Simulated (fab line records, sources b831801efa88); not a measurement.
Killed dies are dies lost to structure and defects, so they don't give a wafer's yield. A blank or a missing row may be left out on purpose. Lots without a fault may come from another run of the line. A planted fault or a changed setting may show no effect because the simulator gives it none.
One fault seen from 2 desks | flow gf180mcu | each desk has only its own numbers; what lay behind them comes last

THE METROLOGY DESK
What the gauges read, lot by lot, whatever tool the lot ran on: means of the sampled wafers that have a number. A lot is out of limits, marked OUT, if its mean lies more than 4 standard deviations from the usual mean; the brackets give that distance.
Columns: A = CONTACT_W_THK at GF_CONTACT_THK_MEAS_26, usual 301 nm; B = cd_nm at GF_V1_CD_MEAS_14, usual 259.6 nm
lot  | first seen here | A   | B
L298 | day 16 02:57    | 311 | 260.2
L299 | day 16 08:47    | 306 | 259.4
L301 | day 16 23:41    | 301 | 260.4
L303 | day 18 03:56    | 299 | 259.1
L304 | day 18 11:20    | 303 | 259.4
L305 | day 18 20:55    | 298 | 258.0
L309 | day 20 09:59    | 311 | 259.2
L311 | day 20 22:08    | 296 | 259.6
L312 | day 21 05:43    | 307 | 258.0
L313 | day 21 15:29    | 293 | 259.9
L314 | day 21 21:35    | 311 | 259.6
L315 | day 22 04:17    | 298 | 261.4
L318 | day 23 09:44    | 299 | 258.8
L320 | day 24 03:20    | 301 | 259.7
This desk's finding: nothing out of limits on any of the 14 lots.

THE TOOL OWNER'S DESK: cvd_w-01
The tool's own readings at GF_V1_CVD_23 (deposits W, target thk 350 nm, time 105.05 s): means of the sampled wafers that have a number, for each lot that ran on this tool. A lot is out of limits, marked OUT, if its mean lies more than 4 standard deviations from the usual mean; the brackets give that distance.
Columns: A = chamber_pressure_Torr at GF_V1_CVD_23, usual 40.01 Torr; B = heater_power_w at GF_V1_CVD_23, usual 881 W
lot  | first seen here | A               | B
L304 | day 20 14:34    | 40.00           | 915
L309 | day 22 12:39    | 37.20 (-33) OUT | 892
L311 | day 22 23:11    | 40.08           | 983
L312 | day 23 07:49    | 39.94           | 952
L313 | day 23 16:32    | 38.07 (-23) OUT | 932
This desk's finding: out of limits on L309, L313; first on L309, day 22 12:39 (chamber_pressure_Torr at GF_V1_CVD_23). In limits: L304, L311, L312.

PUT TOGETHER
The tool owner's desk could have raised an alarm at day 22 12:39, on L309, L313.
The metrology desk saw nothing out of limits.
The metrology desk has L309, L313 on record, within its limits.
Of the lots named, all ran GF_V1_CVD_23 on cvd_w-01.

WHAT THE SIMULATOR HAD PUT IN
Process parameter drift: cvd_w-01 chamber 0, from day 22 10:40 on, at GF_V1_CVD_23. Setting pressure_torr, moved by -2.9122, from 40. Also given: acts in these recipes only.
Lots struck among those shown: L309, L313.
Hours from the fault's start to each desk's first reading out of limits: the tool owner's desk, 2.
